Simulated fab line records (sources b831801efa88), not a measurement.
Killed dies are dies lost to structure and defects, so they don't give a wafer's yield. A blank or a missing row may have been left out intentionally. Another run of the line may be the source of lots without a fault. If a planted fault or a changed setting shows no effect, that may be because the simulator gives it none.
Which tool is to blame? | flow sky130 | 14 lots, 42 wafers sampled, at 5 steps of a route of 708

## WHAT EACH GAUGE READ, for each wafer
SKY_FIELD_ISO_THK_MEAS_23. Usual: FIELD_ISO_OXIDATION_01_THK gives 9.90 nm (standard deviation 0.21).
lot  | measured    | on            | FIELD_ISO_OXIDATION_01_THK (nm) | flag
L509 | day 2 08:32 | film metro-04 | 9.44 9.69 9.58                  |
L510 | day 2 11:28 | film metro-04 | 9.80 9.68 9.69                  |
L511 | day 2 19:28 | film metro-03 | 10.24 10.09 10.24               |
L514 | day 3 09:56 | film metro-01 | 10.06 9.93 9.89                 |
L515 | day 3 22:34 | film metro-04 | 9.93 10.05 9.87                 |
L521 | day 5 03:21 | film metro-03 | 9.91 9.99 9.91                  |
L523 | day 5 15:23 | film metro-04 | 10.15 10.05 9.97                |
L525 | day 5 20:17 | film metro-01 | 9.67 9.58 9.62                  |
L524 | day 5 20:18 | film metro-03 | 9.83 9.83 9.71                  |
L526 | day 6 02:41 | film metro-01 | 9.44 9.51 9.57                  |
L527 | day 6 13:11 | film metro-03 | 10.00 9.87 9.72                 |
L528 | day 6 14:16 | film metro-04 | 10.13 10.08 10.29               |
L529 | day 6 19:54 | film metro-01 | 10.23 10.27 10.00               |
L530 | day 6 19:54 | film metro-04 | 10.04 9.96 10.14                |

SKY_PWDE_TW_MEAS_10. Usual: PWDE_TW gives 377 (standard deviation 7.5).
lot  | measured    | on            | PWDE_TW     | flag
L509 | day 3 19:42 | film metro-02 | 385 387 386 |
L510 | day 4 00:27 | film metro-03 | 372 373 373 |
L511 | day 4 07:40 | film metro-02 | 384 383 382 |
L514 | day 5 09:52 | film metro-04 | 366 369 369 |
L515 | day 5 16:01 | film metro-04 | 366 370 373 |
L521 | day 7 07:30 | film metro-02 | 383 385 385 |
L523 | day 7 12:52 | film metro-02 | 383 382 386 |
L525 | day 7 14:18 | film metro-03 | 371 375 371 |
L524 | day 7 14:49 | film metro-04 | 369 369 369 |
L526 | day 7 21:28 | film metro-03 | 373 374 370 |
L527 | day 8 10:00 | film metro-03 | 370 370 371 |
L528 | day 8 09:55 | film metro-02 | 382 383 383 |
L529 | day 8 15:31 | film metro-02 | 384 381 384 |
L530 | day 8 16:40 | film metro-02 | 384 384 385 |

SKY_VT_ADJUST_LVTN_OVL_MEAS_07. Usual: VT_ADJUST_LVTN_OVL gives -0.6 nm (standard deviation 1.7).
lot  | measured     | on         | VT_ADJUST_LVTN_OVL (nm) | flag
L509 | day 6 16:04  | overlay-02 | 2.2 2.2 -0.2            |
L510 | day 6 22:46  | overlay-01 | 1.0 -1.5 -2.0           |
L511 | day 7 07:30  | overlay-01 | 0.5 -2.0 -3.1           |
L514 | day 8 12:37  | overlay-01 | -0.3 -0.2 -2.2          |
L515 | day 8 21:24  | overlay-02 | -2.7 -1.9 -0.6          |
L521 | day 10 21:26 | overlay-02 | -1.4 -1.9 -1.6          |
L523 | day 11 02:00 | overlay-02 | 2.8 1.2 2.4             |
L525 | day 11 06:18 | overlay-02 | -2.5 -3.1 -2.2          |
L524 | day 11 07:49 | overlay-01 | -1.0 -0.6 0.1           |
L526 | day 11 11:30 | overlay-01 | 0.7 1.7 0.3             |
L527 | day 12 04:22 | overlay-01 | -0.5 -0.4 0.4           |
L528 | day 12 03:23 | overlay-01 | -0.6 0.2 1.0            |
L529 | day 12 10:13 | overlay-02 | 0.6 1.0 3.7             |
L530 | day 12 10:52 | overlay-01 | -4.6 -2.9 -5.1          |

SKY_SONOS_TUNNEL_CD_MEAS_07 targets a cd of 410 nm. Usual: 411.3 nm for cd nm, sd 2.2.
lot  | measured     | on        | cd nm (nm)        | flag
L509 | day 10 23:58 | cd sem-02 | 409.7 410.0 409.7 |
L510 | day 11 07:59 | cd sem-01 | 413.7 411.8 412.9 |
L511 | day 11 20:23 | cd sem-01 | 410.7 412.4 410.8 |
L514 | day 13 09:57 | cd sem-02 | 395.9 394.9 394.6 | OFF
L515 | day 13 18:12 | cd sem-01 | 395.4 395.0 397.3 | OFF
L521 | day 16 04:18 | cd sem-01 | 408.7 406.6 406.9 |
L523 | day 16 13:20 | cd sem-02 | 406.8 406.9 408.3 |
L525 | day 16 17:23 | cd sem-01 | 408.6 407.9 406.2 |
L524 | day 16 18:36 | cd sem-02 | 413.6 414.8 413.4 |
L526 | day 16 23:20 | cd sem-01 | 414.1 412.0 413.9 |
L527 | day 17 21:28 | cd sem-01 | 412.7 411.3 415.0 |
L528 | day 17 17:55 | cd sem-01 | 414.0 412.8 411.8 |
L529 | day 18 03:01 | cd sem-02 | 412.0 411.4 410.7 |
L530 | day 18 04:39 | cd sem-01 | 411.8 411.5 410.1 |

## WHICH TOOL RAN EACH LOT (tool, then ch and the chambers of the sampled wafers, then the start)
lot  | SKY_SONOS_TUNNEL_DEVELOP_06
L509 | litho track-03 ch 0, day 10 23:49
L510 | litho track-01 ch 0, day 11 07:50
L511 | litho track-03 ch 0, day 11 20:14
L514 | litho track-01 ch 0, day 13 09:48
L515 | litho track-01 ch 0, day 13 18:03
L521 | litho track-04 ch 0, day 16 04:09
L523 | litho track-03 ch 0, day 16 13:11
L525 | litho track-01 ch 0, day 16 17:14
L524 | litho track-01 ch 0, day 16 18:27
L526 | litho track-01 ch 0, day 16 23:11
L527 | litho track-03 ch 0, day 17 21:19
L528 | litho track-01 ch 0, day 17 17:46
L529 | litho track-03 ch 0, day 18 02:52
L530 | litho track-04 ch 0, day 18 04:30
- SKY_SONOS_TUNNEL_DEVELOP_06: develop time 60 s.

## AS READ BY THE TOOLS THEMSELVES (means over the sampled wafers that have a number; for cases with no such wafer, the mark the record gives instead)
The record holds no such reading with a usual standard deviation.

## THE ANSWER, worked out from the rows above alone
Rule: take the mean of a lot's wafers that have a number; if it is more than 3 standard deviations from the usual mean, the lot is off. A lot without any number at a reading at which 4 lots or more have one is off too. Any other lot the step has rows for is counted as sound. After the gauges, taken in route order, come the tools' own readings; for these a lot's mean is taken, as printed above. At the first step where some lot is off, the reading lying furthest off is the one used; lots without a number count as furthest.
Off: L514, L515 (SKY_SONOS_TUNNEL_CD_MEAS_07, cd nm).
If a tool, at a process step before that reading, ran all the lots that are off and no sound lot after the first of them, it fits. Those tools and the gauges at SKY_SONOS_TUNNEL_CD_MEAS_07 are tried in the same way. None of those tried fits.

## WHAT THE SIMULATOR HAD INSERTED
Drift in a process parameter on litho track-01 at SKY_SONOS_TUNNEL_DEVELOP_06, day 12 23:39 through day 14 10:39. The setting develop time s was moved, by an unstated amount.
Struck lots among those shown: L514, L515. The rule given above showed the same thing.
